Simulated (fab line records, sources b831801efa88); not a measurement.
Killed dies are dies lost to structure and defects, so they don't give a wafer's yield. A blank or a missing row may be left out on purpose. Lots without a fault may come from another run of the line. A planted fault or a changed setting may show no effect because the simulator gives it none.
fab line records | flow sky130
record lots=11 wafers=33 last_day=50
route steps=708 shown PWDE@49 POLY_GATE@232 POLY_CUT@317 LOCAL_INTERCONNECT@400 PAD_OPEN@708
lots that met no fault: from a run of the same line without faults
start_h: hours from the record's first day to the start of the lot's first wafer shown | wait_h: hours since the lot's step before | " the same as in the row above | L1.1+2: a row that stands for several wafers | - no value, or no start given | * or withheld: withheld | < > ~ a bound
route shown NAME@n: a module of which the file shows steps, and the number in the route of the first | usual: mean/standard deviation of fault-free wafers | same: alike in all rows | chamber/n: place in a boat | sites: the reading at each site | _std_site: their standard deviation | _edge_site: outer sites' mean less inner sites' | radius_mm: how far each site lies from the wafer's centre | mask NAME#n: copy n | behind: the tool/chamber that last shaped the wafer | hold: why the lot was held/for how many hours/how that ended | device: the transistor (n, p or np) that didn't switch | end of line: the same wafers' tests at the end of the route | a step without rows: its recipe alone | killed: dies lost to structure and defects at the first sort, not the wafer's yield | map: a wafer's dies, x killed, . not, _ none there
set.NAME: the setting as run; set.NAME@STEP: as run at that earlier step | model.NAME: the simulator's own value behind a step, which no gauge read
steps of the route over a sample of lots; a table a step, a row a wafer
services: from which hour (start_h, from the record's first day; less than 0 if before it) a tool's chamber was out of use, for how many hours, and why
## steps
# step SKY_PWDE_EXPOSE_04
# recipe mask_id=PWDEM na=0.6 source_shape=conventional sigma_outer=0.6 polarization=unpolarized target_cd_nm=840 dose_mj=214
# same na=0.6
# columns lot.wafer tool chamber start_h wait_h mask
L876.1+5+6 iline_stepper-02 0 67.62 - PWDEM#0
L878.1+4+5 iline_stepper-02 0 81.77 - PWDEM#0
L880.1+3+5 iline_stepper-01 0 90.83 - PWDEM#0
L881.3+5+6 iline_stepper-02 0 95.34 - PWDEM#0
L882.1+3+4 iline_stepper-01 0 100.91 - PWDEM#0
L884.3+4+6 iline_stepper-02 0 112.24 - PWDEM#0
L885.3+5+6 iline_stepper-02 0 115.97 - NWM#0
L896.2+4+5 iline_stepper-01 0 173.00 - PWDEM#0
L895.1+5+6 iline_stepper-01 0 174.13 - PWDEM#0
L897.3+4+6 iline_stepper-01 0 180.87 - PWDEM#0
L898.2+4+5 iline_stepper-01 0 187.59 - PWDEM#0
# step SKY_PWDE_OVL_MEAS_07
# usual PWDE_OVL=-0.2/1.2
# columns lot.wafer tool chamber start_h wait_h PWDE_OVL[nm]
L876.1 overlay-02 - 75.58 - 0.4
L876.5 " - " " -0.4
L876.6 " - " " 1.0
L878.1 overlay-02 - 89.73 - 2.2
L878.4 " - " " -0.1
L878.5 " - " " 0.9
L880.1 overlay-02 - 99.37 - -2.8
L880.3 " - " " -0.6
L880.5 " - " " -0.9
L881.3 overlay-02 - 104.04 - -1.1
L881.5 " - " " 1.3
L881.6 " - " " -1.2
L882.1 overlay-02 - 109.37 - 0.6
L882.3 " - " " -1.2
L882.4 " - " " -1.8
L884.3 overlay-02 - 120.29 - -0.8
L884.4 " - " " 0.2
L884.6 " - " " 1.7
L885.3 overlay-01 - 124.69 - -
L885.5 " - " " -
L885.6 " - " " -
L896.2 overlay-01 - 183.09 - 0.9
L896.4 " - " " 0.6
L896.5 " - " " 0.0
L895.1 overlay-02 - 184.03 - -0.4
L895.5 " - " " -1.0
L895.6 " - " " -1.5
L897.3 overlay-02 - 191.24 - 0.4
L897.4 " - " " -0.9
L897.6 " - " " -0.7
L898.2 overlay-01 - 197.79 - -0.3
L898.4 " - " " -0.8
L898.5 " - " " -0.6
# step SKY_PWDE_TW_MEAS_10
# usual PWDE_TW=373.6/2.9
# columns lot.wafer tool chamber start_h wait_h PWDE_TW
L876.1 film_metro-03 - 75.87 0.1 373.9
L876.5 " - " " 373.7
L876.6 " - " " 371.9
L878.1 film_metro-01 - 90.02 0.1 374.4
L878.4 " - " " 377.4
L878.5 " - " " 375.5
L880.1 film_metro-01 - 99.66 0.1 378.1
L880.3 " - " " 378.0
L880.5 " - " " 381.1
L881.3 film_metro-03 - 104.34 0.1 369.9
L881.5 " - " " 374.5
L881.6 " - " " 371.9
L882.1 film_metro-03 - 109.66 0.1 371.8
L882.3 " - " " 370.8
L882.4 " - " " 372.0
L884.3 film_metro-01 - 120.59 0.1 378.2
L884.4 " - " " 377.0
L884.6 " - " " 377.1
L885.3 film_metro-03 - 124.99 0.1 30.2
L885.5 " - " " 30.1
L885.6 " - " " 30.1
L896.2 film_metro-01 - 183.38 0.1 377.0
L896.4 " - " " 375.6
L896.5 " - " " 377.8
L895.1 film_metro-02 - 184.32 0.1 369.9
L895.5 " - " " 367.7
L895.6 " - " " 370.0
L897.3 film_metro-03 - 191.54 0.1 371.3
L897.4 " - " " 374.2
L897.6 " - " " 373.1
L898.2 film_metro-02 - 198.08 0.1 369.8
L898.4 " - " " 370.4
L898.5 " - " " 366.7
# step SKY_POLY_GATE_STRIP_18
# recipe chemistry=O2/N2 power_w=1400 pressure_mtorr=1500 platen_temp_c=withheld o2_flow_sccm=3000 n2_flow_sccm=300 overash_fraction=0.5
# usual drypump_motor_current_A=5.60/0.27 n2_flow_sccm=299.9/0.88 oes_product_au=0.361/0.0049 strip_time_to_endpoint_s=3.17/0.044
# columns lot.wafer tool chamber start_h wait_h drypump_motor_current_A n2_flow_sccm oes_product_au rf_hours_counter_h strip_time_to_endpoint_s
L876.1 plasma_asher-04 1 383.51 0.0 5.97 299.0 0.358 73 3.08
L876.5 " 1 " " 5.98 299.7 0.358 - 3.12
L876.6 " 0 " " 5.68 300.6 0.363 - 3.15
L878.1 plasma_asher-04 0 401.70 0.0 5.67 299.5 0.365 75 3.20
L878.4 " 1 " " 5.97 299.8 0.359 - 3.06
L878.5 " 1 " " 5.97 300.3 0.357 - 3.17
L880.1 plasma_asher-04 1 417.55 0.0 5.91 297.3 0.376 76 3.24
L880.3 " 1 " " 5.94 298.7 0.362 - 3.18
L880.5 " 0 " " 5.66 300.8 0.355 - 3.18
L881.3 plasma_asher-03 0 424.79 0.1 5.29 300.2 0.356 - 3.11
L881.5 " 0 " " 5.28 298.3 0.362 - 3.11
L881.6 " 1 " " 5.74 298.6 0.357 - 3.18
L882.1 plasma_asher-04 1 431.80 0.0 5.92 298.7 0.362 0 3.25
L882.3 " 0 " " 5.67 300.5 0.371 - 3.23
L882.4 " 1 " " 5.95 299.5 0.360 - 3.23
L884.3 plasma_asher-02 1 459.66 0.1 5.22 300.1 0.368 - 3.22
L884.4 " 0 " " 5.77 300.5 0.360 - 3.19
L884.6 " 0 " " 5.79 300.9 0.353 - 3.19
L885.3 plasma_asher-03 0 467.71 0.1 5.27 297.6 0.354 - 3.12
L885.5 " 0 " " 5.25 298.7 0.360 - 3.18
L885.6 " 1 " " 5.78 300.8 0.361 - 3.11
L896.2 plasma_asher-03 1 542.65 0.0 5.77 299.4 0.362 70 3.22
L896.4 " 1 " " 5.77 300.6 0.360 - 3.18
L896.5 " 1 " " 5.76 299.9 0.359 - 3.18
L895.1 plasma_asher-02 1 547.36 0.0 5.23 299.8 0.369 83 3.16
L895.5 " 1 " " 5.24 299.4 0.360 - 3.25
L895.6 " 0 " " 5.74 299.0 0.357 - 3.21
L897.3 plasma_asher-02 0 553.39 0.1 5.78 299.4 0.354 - 3.08
L897.4 " 1 " " 5.23 300.9 0.366 - 3.16
L897.6 " 1 " " 5.25 300.9 0.367 - 3.08
L898.2 plasma_asher-02 1 570.16 0.0 5.25 299.9 0.362 85 3.12
L898.4 " 1 " " 5.23 300.4 0.365 - 3.15
L898.5 " 0 " " 5.77 299.3 0.358 - 3.15
# step SKY_POLY_CUT_ETCH_10
# recipe chemistry=N2/H2 target=BARC ion_energy_ev=200 source_w=500 bias_w=100 pressure_mtorr=30 n2_flow_sccm=100 h2_flow_sccm=200 stop_on=SiO2 time_s=45.9 target_depth_a=600
# usual drypump_motor_current_A=5.9/0.49 n2_flow_sccm=100.0/0.31 oes_product_au=0.856/0.0049 throttle_valve_pct=13.225/0.0084
# columns lot.wafer tool chamber start_h wait_h drypump_motor_current_A n2_flow_sccm oes_product_au rf_hours_counter_h throttle_valve_pct
L876.1 rie_diel-01 2 573.81 0.0 5.9 100.0 0.865 1 13.224
L876.5 " 0 " " 6.1 100.2 0.857 - 13.224
L876.6 " 3 " " 5.9 100.1 0.856 - 13.236
L878.1 rie_diel-02 0 593.41 0.0 6.7 100.4 0.858 7 13.212
L878.4 " 3 " " 5.1 99.8 0.845 4 13.221
L878.5 " 0 " " 6.7 99.6 0.861 - 13.222
L880.1 rie_diel-01 0 606.98 0.0 6.1 100.2 0.857 3 13.229
L880.3 " 3 " " 5.9 100.0 0.854 8 13.215
L880.5 " 1 " " 5.6 99.9 0.855 - 13.228
L881.3 rie_diel-01 1 615.02 0.0 5.6 99.3 0.855 58 13.227
L881.5 " 1 " " 5.6 99.9 0.859 - 13.226
L881.6 " 0 " " 6.1 100.6 0.857 - 13.219
L882.1 rie_diel-03 0 624.06 0.0 6.1 99.9 0.860 15 13.213
L882.3 " 3 " " 5.9 100.7 0.865 3 13.212
L882.4 " 1 " " 5.9 99.9 0.857 11 13.225
L884.3 rie_diel-01 3 645.78 0.0 5.9 100.1 0.854 9 13.229
L884.4 " 1 " " 5.6 99.8 0.863 59 13.232
L884.6 " 1 " " 5.6 100.3 0.852 - 13.222
L885.3 rie_diel-02 3 655.73 0.0 5.1 100.1 0.856 5 13.216
L885.5 " 1 " " 6.0 99.9 0.853 - 13.226
L885.6 " 0 " " 6.7 99.5 0.853 - 13.227
L896.2 rie_diel-02 1 723.77 0.0 6.0 100.2 0.862 8 13.224
L896.4 " 2 " " 5.1 100.1 0.863 9 13.238
L896.5 " 1 " " 6.0 100.2 0.853 - 13.224
L895.1 rie_diel-01 3 727.98 0.0 5.9 100.0 0.854 11 13.229
L895.5 " 1 " " 5.6 100.1 0.856 - 13.239
L895.6 " 0 " " 6.1 100.3 0.851 - 13.224
L897.3 rie_diel-02 1 731.31 0.0 6.0 99.8 0.857 8 13.226
L897.4 " 3 " " 5.1 100.1 0.856 7 13.237
L897.6 " 0 " " 6.7 100.0 0.858 - 13.213
L898.2 rie_diel-01 3 748.37 0.0 6.0 100.2 0.847 11 13.236
L898.4 " 2 " " 6.0 100.0 0.852 6 13.229
L898.5 " 2 " " 6.0 99.8 0.856 - 13.233
# step SKY_LOCAL_INTERCONNECT_ETCH_13
# recipe chemistry=N2/H2 target=BARC ion_energy_ev=200 bias_w=100 pressure_mtorr=30 n2_flow_sccm=100 h2_flow_sccm=200 icp_w=500 stop_on=SiO2 time_s=45.9 target_depth_a=600
# usual drypump_motor_current_A=5.9/0.47 n2_flow_sccm=100.0/0.3 oes_product_au=0.855/0.005 throttle_valve_pct=13.227/0.0088
# columns lot.wafer tool chamber start_h wait_h drypump_motor_current_A n2_flow_sccm oes_product_au rf_hours_counter_h throttle_valve_pct
L876.1 rie_metal-02 0 722.09 0.0 6.5 99.9 0.850 2 13.218
L876.5 " 1 " " 5.7 99.9 0.862 - 13.246
L876.6 " 0 " " 6.5 99.6 0.857 - 13.227
L878.1 rie_metal-01 1 739.11 0.0 5.4 99.7 0.846 4 13.234
L878.4 " 1 " " 5.3 99.8 0.851 - 13.215
L878.5 " 1 " " 5.4 100.4 0.847 - 13.220
L880.1 rie_metal-01 0 752.38 0.0 6.3 100.6 0.849 3 13.239
L880.3 " 0 " " 6.3 100.3 0.851 - 13.225
L880.5 " 1 " " 5.4 99.8 0.857 - 13.231
L881.3 rie_metal-01 0 757.96 0.0 6.3 99.5 0.849 - 13.233
L881.5 " 1 " " 5.4 99.7 0.848 - 13.221
L881.6 " 0 " " 6.3 99.9 0.861 - 13.216
L882.1 rie_metal-04 1 769.23 0.0 5.4 100.0 0.846 4 13.229
L882.3 " 1 " " 5.4 100.2 0.855 - 13.223
L882.4 " 1 " " 5.4 100.5 0.861 - 13.230
L884.3 rie_metal-02 0 787.38 0.1 6.5 99.4 0.855 - 13.217
L884.4 " 0 " " 6.5 99.8 0.857 - 13.228
L884.6 " 0 " " 6.5 99.5 0.857 - 13.225
L885.3 rie_metal-02 0 797.33 0.1 6.5 99.8 0.865 - 13.239
L885.5 " 0 " " 6.5 99.8 0.850 - 13.238
L885.6 " 0 " " 6.5 99.8 0.851 - 13.233
L896.2 rie_metal-04 1 860.79 0.0 5.3 100.2 0.850 8 13.230
L896.4 " 0 " " 5.8 99.6 0.851 - 13.221
L896.5 " 0 " " 5.8 100.0 0.855 - 13.219
L895.1 rie_metal-02 0 862.17 0.0 6.5 100.8 0.851 9 13.223
L895.5 " 0 " " 6.5 100.3 0.848 - 13.220
L895.6 " 1 " " 5.6 99.8 0.865 - 13.204
L897.3 rie_metal-02 1 865.86 0.0 5.6 99.6 0.853 - 13.227
L897.4 " 0 " " 6.5 99.2 0.855 - 13.225
L897.6 " 0 " " 6.5 99.7 0.852 - 13.234
L898.2 rie_metal-02 0 883.34 0.0 6.5 99.9 0.846 9 13.224
L898.4 " 0 " " 6.5 99.6 0.855 - 13.240
L898.5 " 0 " " 6.5 99.9 0.855 - 13.228
# step SKY_PAD_OPEN_PROBE_99
# usual killed_at_M0_to_M3=42/7.5 killed_at_M4_up=3.2/1.7 killed_at_contacts=24/5.1 killed_at_front_end=15/4.1 killed_at_other=0.3/0.58 killed_dies=85/8.9 killed_on_rim=17/3.9 killed_open=46/6.4 killed_short=39/6
# same gross_dies=492 killed_at_back_side=0
# columns lot.wafer tool chamber start_h wait_h killed_at_M0_to_M3 killed_at_M4_up killed_at_contacts killed_at_front_end killed_at_other killed_dies killed_on_rim killed_open killed_short
L876.1 prober-02 - 1086.59 0.1 49 3 28 15 0 95 21 47 47
L876.5 prober-02 - 1086.79 0.2 43 4 23 8 0 78 19 41 37
L876.6 prober-02 - 1086.84 0.2 40 5 24 13 1 83 13 39 44
L878.1 prober-02 - 1098.37 0.1 53 3 30 19 0 105 28 62 43
L878.4 prober-02 - 1098.52 0.2 36 4 26 18 1 85 13 49 36
L878.5 prober-02 - 1098.57 0.2 49 2 21 13 1 86 19 48 38
L880.1 prober-02 - 1110.24 0.1 27 2 20 23 0 72 14 38 34
L880.3 prober-02 - 1110.34 0.2 48 6 22 17 0 93 21 47 46
L880.5 prober-02 - 1110.44 0.2 33 3 22 18 0 76 12 38 38
L881.3 prober-01 - 1113.79 0.2 40 5 24 11 0 80 16 43 37
L881.5 prober-01 - 1113.89 0.2 50 2 19 16 0 87 22 43 44
L881.6 prober-01 - 1113.94 0.2 54 2 16 8 1 81 12 46 35
L882.1 prober-02 - 1121.90 0.1 58 1 27 17 0 103 23 56 47
L882.3 prober-02 - 1122.00 0.2 53 4 32 11 1 101 26 50 51
L882.4 prober-02 - 1122.05 0.2 34 3 27 12 0 76 13 38 38
L884.3 prober-02 - 1136.14 0.2 44 6 31 16 1 98 28 50 47
L884.4 prober-02 - 1136.19 0.2 35 4 30 20 0 89 16 51 38
L884.6 prober-02 - 1136.29 0.2 38 6 31 13 1 89 14 57 32
L885.3 prober-02 - 1142.54 0.2 28 2 26 436 0 492 96 43 35
L885.5 prober-02 - 1142.64 0.2 32 4 23 433 0 492 96 33 40
L885.6 prober-02 - 1142.69 0.2 33 4 24 431 0 492 96 36 38
L895.1 prober-02 - 1186.85 0.1 52 9 19 14 1 95 19 44 50
L895.5 prober-02 - 1187.05 0.2 41 2 25 14 0 82 12 42 40
L895.6 prober-02 - 1187.10 0.2 41 4 27 10 0 82 15 45 37
# killed by level:class
L876.1 VIA2:geometric_particle:open=12 VIA1:geometric_particle:open=9 CONTACT:geometric_particle:open=8 LI_CONTACT:geometric_particle:open=7 VIA1:geometric_particle:short=7 LOCAL_INTERCONNECT:geometric_particle:short=6 CONTACT:geometric_particle:short=6 METAL1:geometric_particle:short=6
L876.5 VIA2:geometric_particle:open=10 VIA1:geometric_particle:open=9 LOCAL_INTERCONNECT:geometric_particle:short=6 LI_CONTACT:geometric_particle:short=5 LI_CONTACT:geometric_particle:open=5 CONTACT:geometric_particle:open=5 METAL1:geometric_particle:short=5 METAL2:geometric_particle:short=5
L876.6 CONTACT:geometric_particle:open=9 METAL1:geometric_particle:short=7 VIA1:geometric_particle:open=7 VIA3:geometric_particle:open=6 FIELD_ISO:geometric_particle:short=5 METAL2:geometric_particle:short=5 METAL4:geometric_particle:short=5 LI_CONTACT:geometric_particle:open=4
L878.1 VIA1:geometric_particle:open=14 LI_CONTACT:geometric_particle:open=11 CONTACT:geometric_particle:open=8 METAL1:geometric_particle:short=7 VIA1:geometric_particle:short=7 VIA2:geometric_particle:open=7 CONTACT:geometric_particle:short=5 METAL2:geometric_particle:short=5
L878.4 VIA1:geometric_particle:open=10 CONTACT:geometric_particle:open=8 FIELD_ISO:geometric_particle:open=6 POLY_GATE:geometric_particle:open=5 LI_CONTACT:geometric_particle:open=5 LOCAL_INTERCONNECT:geometric_particle:short=4 CONTACT:geometric_particle:short=4 METAL2:geometric_particle:short=4
L878.5 CONTACT:geometric_particle:open=9 VIA1:geometric_particle:open=9 METAL2:geometric_particle:short=8 VIA2:geometric_particle:open=8 VIA1:geometric_particle:short=6 LI_CONTACT:geometric_particle:open=5 POLY_GATE:geometric_particle:short=4 POLY_GATE:geometric_particle:open=4
L880.1 FIELD_ISO:geometric_particle:open=9 LI_CONTACT:geometric_particle:open=8 POLY_GATE:geometric_particle:short=6 METAL1:geometric_particle:short=5 CONTACT:geometric_particle:open=5 FIELD_ISO:geometric_particle:short=4 VIA1:geometric_particle:open=4 CONTACT:geometric_particle:short=4
L880.3 CONTACT:geometric_particle:open=9 METAL1:geometric_particle:short=9 VIA3:geometric_particle:open=7 VIA2:geometric_particle:open=7 LI_CONTACT:geometric_particle:open=5 VIA1:geometric_particle:open=5 VIA3:geometric_particle:short=5 METAL4:geometric_particle:short=5
L880.5 CONTACT:geometric_particle:open=9 VIA1:geometric_particle:open=9 METAL2:geometric_particle:short=7 FIELD_ISO:geometric_particle:short=6 CONTACT:geometric_particle:short=6 POLY_GATE:geometric_particle:open=4 LI_CONTACT:geometric_particle:open=4 VIA2:geometric_particle:open=4
L881.3 CONTACT:geometric_particle:open=8 METAL2:geometric_particle:short=7 LI_CONTACT:geometric_particle:open=6 LI_CONTACT:geometric_particle:short=5 METAL2:geometric_particle:open=5 METAL3:geometric_particle:short=5 VIA3:geometric_particle:open=5 LOCAL_INTERCONNECT:geometric_particle:short=4
L881.5 METAL2:geometric_particle:short=10 FIELD_ISO:geometric_particle:short=8 VIA1:geometric_particle:open=8 VIA3:geometric_particle:open=8 CONTACT:geometric_particle:open=8 VIA2:geometric_particle:open=6 METAL1:geometric_particle:short=5 CONTACT:geometric_particle:short=4
L881.6 VIA3:geometric_particle:open=10 METAL2:geometric_particle:short=9 VIA2:geometric_particle:open=9 VIA1:geometric_particle:open=7 LI_CONTACT:geometric_particle:open=6 CONTACT:geometric_particle:open=5 VIA1:geometric_particle:short=5 VIA2:geometric_particle:short=5
L882.1 VIA3:geometric_particle:open=11 VIA1:geometric_particle:open=10 VIA1:geometric_particle:short=9 CONTACT:geometric_particle:open=8 LI_CONTACT:geometric_particle:open=8 LOCAL_INTERCONNECT:geometric_particle:short=7 METAL1:geometric_particle:short=7 VIA2:geometric_particle:open=6
L882.3 VIA1:geometric_particle:open=13 CONTACT:geometric_particle:open=11 VIA3:geometric_particle:open=9 LOCAL_INTERCONNECT:geometric_particle:short=8 LI_CONTACT:geometric_particle:open=6 METAL1:geometric_particle:short=6 METAL2:geometric_particle:short=6 VIA2:geometric_particle:open=6
L882.4 CONTACT:geometric_particle:open=8 LI_CONTACT:geometric_particle:open=7 VIA2:geometric_particle:open=7 VIA3:geometric_particle:open=6 CONTACT:geometric_particle:short=5 METAL1:geometric_particle:short=4 VIA1:geometric_particle:short=4 FIELD_ISO:geometric_particle:open=3
L884.3 CONTACT:geometric_particle:open=10 VIA3:geometric_particle:open=10 LI_CONTACT:geometric_particle:open=6 CONTACT:geometric_particle:short=6 VIA1:geometric_particle:open=6 METAL2:geometric_particle:short=6 METAL4:geometric_particle:short=5 LI_CONTACT:geometric_particle:short=5
L884.4 CONTACT:geometric_particle:open=14 VIA1:geometric_particle:open=9 LI_CONTACT:geometric_particle:open=8 VIA2:geometric_particle:open=6 FIELD_ISO:geometric_particle:short=5 POLY_GATE:geometric_particle:short=5 CONTACT:geometric_particle:short=4 METAL4:geometric_particle:short=4
L884.6 CONTACT:geometric_particle:open=12 VIA1:geometric_particle:open=10 LI_CONTACT:geometric_particle:open=9 METAL2:geometric_particle:short=8 VIA2:geometric_particle:open=7 FIELD_ISO:geometric_particle:open=4 CONTACT:geometric_particle:short=4 METAL1:geometric_particle:short=4
L885.3 PWDE:area_expose=414 CONTACT:geometric_particle:open=11 POLY_GATE:geometric_particle:open=7 LI_CONTACT:geometric_particle:open=6 VIA1:geometric_particle:short=6 FIELD_ISO:geometric_particle:short=5 POLY_GATE:geometric_particle:short=5 VIA1:geometric_particle:open=5
L885.5 PWDE:area_expose=419 METAL1:geometric_particle:short=7 POLY_GATE:geometric_particle:open=6 CONTACT:geometric_particle:open=6 VIA2:geometric_particle:open=6 LI_CONTACT:geometric_particle:open=5 CONTACT:geometric_particle:short=5 VIA1:geometric_particle:open=5
L885.6 PWDE:area_expose=418 LI_CONTACT:geometric_particle:open=10 METAL2:geometric_particle:short=6 CONTACT:geometric_particle:open=6 METAL1:geometric_particle:short=6 POLY_GATE:geometric_particle:short=5 VIA1:geometric_particle:open=5 POLY_GATE:geometric_particle:open=4
L895.1 VIA1:geometric_particle:open=14 METAL1:geometric_particle:short=6 METAL2:geometric_particle:short=6 CONTACT:geometric_particle:short=5 CONTACT:geometric_particle:open=5 VIA3:geometric_particle:short=5 METAL4:geometric_particle:short=5 POLY_GATE:geometric_particle:short=4
L895.5 METAL2:geometric_particle:short=10 CONTACT:geometric_particle:open=10 VIA3:geometric_particle:open=8 VIA1:geometric_particle:open=6 METAL1:geometric_particle:short=5 LI_CONTACT:geometric_particle:short=5 FIELD_ISO:geometric_particle:short=4 FIELD_ISO:geometric_particle:open=4
L895.6 CONTACT:geometric_particle:open=11 VIA1:geometric_particle:open=10 VIA2:geometric_particle:open=8 LI_CONTACT:geometric_particle:open=5 METAL1:geometric_particle:short=5 VIA1:geometric_particle:short=5 METAL2:geometric_particle:short=5 FIELD_ISO:geometric_particle:short=4
## services
# columns tool chamber start_h hours kind
rie_diel-01 0 59.21 99.5 repair
rie_diel-01 3 69.08 8.8 repair
iline_stepper-01 - 108.94 11.3 repair
rie_diel-01 3 121.59 2.8 repair
rie_diel-01 1 124.57 8.0 repair
iline_stepper-01 - 149.84 1.7 pm
rie_metal-02 - 232.60 2.8 pm
rie_diel-01 2 288.08 14.1 repair
iline_stepper-01 - 368.02 1.7 pm
rie_diel-01 1 371.19 8.6 repair
iline_stepper-01 - 391.75 2.1 pm
rie_diel-01 0 406.02 4.5 repair
rie_diel-01 0 420.25 16.6 repair
iline_stepper-01 - 422.34 2.0 repair
iline_stepper-01 - 448.95 22.1 repair
iline_stepper-01 - 471.06 8.9 pm
rie_diel-01 - 514.44 2.8 pm
rie_diel-01 2 563.10 4.2 repair
iline_stepper-01 - 586.20 1.7 pm
iline_stepper-01 - 629.88 4.4 pm
rie_diel-01 0 630.68 7.6 repair
rie_diel-01 0 659.57 14.6 repair
rie_diel-01 2 719.34 4.0 repair
rie_diel-01 3 722.78 1.4 repair
## key
first_sign step=SKY_PWDE_EXPOSE_04 reading=mask direction=changed
effect step=SKY_PWDE_OVL_MEAS_07 reading=PWDE_OVL direction=missing
effect step=SKY_PWDE_TW_MEAS_10 reading=PWDE_TW direction=down sigmas=99+ usual=373.6 struck=30.2
effect step=SKY_PAD_OPEN_PROBE_99 reading=killed_at_front_end direction=up sigmas=99+ usual=15 struck=433
more_kills_born_at SKY_PWDE_EXPOSE_04@iline_stepper-02=1251
met_at SKY_PWDE_EXPOSE_04
struck_lots L885
tester_left_out L885
not_acting_at SKY_POLY_GATE_STRIP_18,SKY_POLY_CUT_ETCH_10,SKY_LOCAL_INTERCONNECT_ETCH_13
onset_between 112.24 115.97
fault kind=wrong_mask tool=any chamber=- onset_h=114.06 steps=SKY_PWDE_EXPOSE_04 aux_copy=NWM#0 scope=struck_lots_only
# tester_left_out: of these lots the tester's yield and bins aren't shown, on N5 and GAA mostly nor the transistor test; their killed dies are dies lost to structure and defects alone, not to doping, threshold or leakage, so they don't give the yield
